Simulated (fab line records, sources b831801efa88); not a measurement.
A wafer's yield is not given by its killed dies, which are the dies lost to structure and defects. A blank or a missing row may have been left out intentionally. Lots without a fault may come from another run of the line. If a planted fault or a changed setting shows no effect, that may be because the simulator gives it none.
Struck lot and sound lot, side by side -- flow gf180mcu -- 19 out of 602 route steps
Sound: wafers L381.2, L381.4, L381.6. Struck: wafers L388.1, L388.4, L388.6. The cause comes at the end.
Order at every step that has rows: each side's tool, ch and its chambers, its first start. Under that, the readings that differ: sound wafers -- struck wafers -- difference of the means -- sigmas: that difference in standard deviations of wafers without a fault.
alike: same words and numbers on both sides, and readings whose means sit less than 2 such deviations apart. not compared: any withheld reading, any reading some wafer has no value for, any bound like >300 that may hide the same value, and any number with overlapping values for which the record gives no deviation.
The two part at a step that has a row with sigmas, a row that says differs or no value, or rows on one side only. Non-overlapping numbers with no deviation appear without sigmas and do not part them. A reading missing from all wafers of one side parts the sides only when that side holds two or more wafers.

first, 1 step without rows for these wafers: GF_DUAL_GATE_WET_ETCH_12 (etches SiO2 in dHF, target depth 13 nm, time 260 s).
GF_DUAL_GATE_STRIP_13: strips in O2/N2.
  sound on plasma asher-01 ch 0,1, day 9 08:38; struck on plasma asher-04 ch 0, day 11 11:56
  alike: chamber pressure mTorr, drypump motor current A, heater power w, o2 flow sccm, oes product au, strip time to endpoint s
  not compared: rf hours counter h
then, 3 steps without rows for these wafers: GF_DUAL_GATE_CLEAN_14 (cleans in SC1/SC2, time 150 s); GF_DUAL_GATE_OXIDATION_15 (stabilise 600 s, purge 300 s, target thk 7.098 nm); GF_POLY_GATE_CVD_00 (deposits poly-Si, target thk 200 nm, time 1200 s).
GF_POLY_GATE_THK_MEAS_01:
  sound on film metro-03, day 9 11:44; struck on film metro-02, day 11 15:02
reading,sound,struck,difference,sigmas
POLY_GATE_CVD_00_THK (nm),200.7 199.0 201.9,195.6 196.0 196.8,-4.4,-2
then, 6 steps without rows for these wafers: GF_POLY_GATE_DEHYDRATE_02 (time 60 s); GF_POLY_GATE_HMDS_03 (prime time 60 s); GF_POLY_GATE_COAT_04; GF_POLY_GATE_COAT_05 (resist thk 700 nm); GF_POLY_GATE_SOFTBAKE_06 (time 60 s); GF_POLY_GATE_EXPOSE_07 (exposes mask Poly2, target cd 280 nm).
GF_POLY_GATE_PEB_08: peb time 90 s.
  sound on litho track-04 ch 0, day 10 05:38; struck on litho track-04 ch 0, day 12 09:30
reading,sound,struck,difference,sigmas
heater power total W (W),85.56 85.57 85.68,89.10 88.89 88.89,+3.36,+41
then, 1 step without rows for these wafers: GF_POLY_GATE_DEVELOP_09 (develop time 60 s).
GF_POLY_GATE_CD_MEAS_10: the cd target is 280 nm.
  sound on cd sem-01, day 10 05:59; struck on cd sem-02, day 12 09:51
  alike: cd nm
GF_POLY_GATE_OVL_MEAS_11:
  sound on overlay-02, day 10 06:05; struck on overlay-02, day 12 09:58
  alike: POLY_GATE_OVL
GF_POLY_GATE_ETCH_12: etches BARC in N2/H2.
  sound on rie diel-03 ch 1,2, day 10 06:07; struck on rie diel-04 ch 0,1,3, day 12 10:01
  alike: chamber pressure mTorr, drypump motor current A, oes product au, throttle valve pct
  not compared: model.POLY_GATE.cd nm
GF_POLY_GATE_ETCH_13: etches poly-Si in HBr/Cl2, stops on SiO2, target depth 198.5 nm, time 69.6 s.
  sound on rie si-02 ch 0,2, day 10 06:10; struck on rie si-01 ch 0,3, day 12 10:04
  alike: chamber pressure mTorr, drypump motor current A, oes product au, throttle valve pct
  not compared: rf hours counter h
-- here the record skips 20 days between the struck wafers' starts before and after, leaving off in module POLY_GATE and picking up in module PASSIVATION (first step shown: number 602 of the route) --
GF_PASSIVATION_PROBE_99:
  rows exist in the record for the struck wafers here (prober-01, day 32 04:57), but not for the sound ones

## WHERE THEY PART
Last at GF_PASSIVATION_PROBE_99 as far as this record goes, first at GF_POLY_GATE_THK_MEAS_01.

WHY: what had been put in by the simulator
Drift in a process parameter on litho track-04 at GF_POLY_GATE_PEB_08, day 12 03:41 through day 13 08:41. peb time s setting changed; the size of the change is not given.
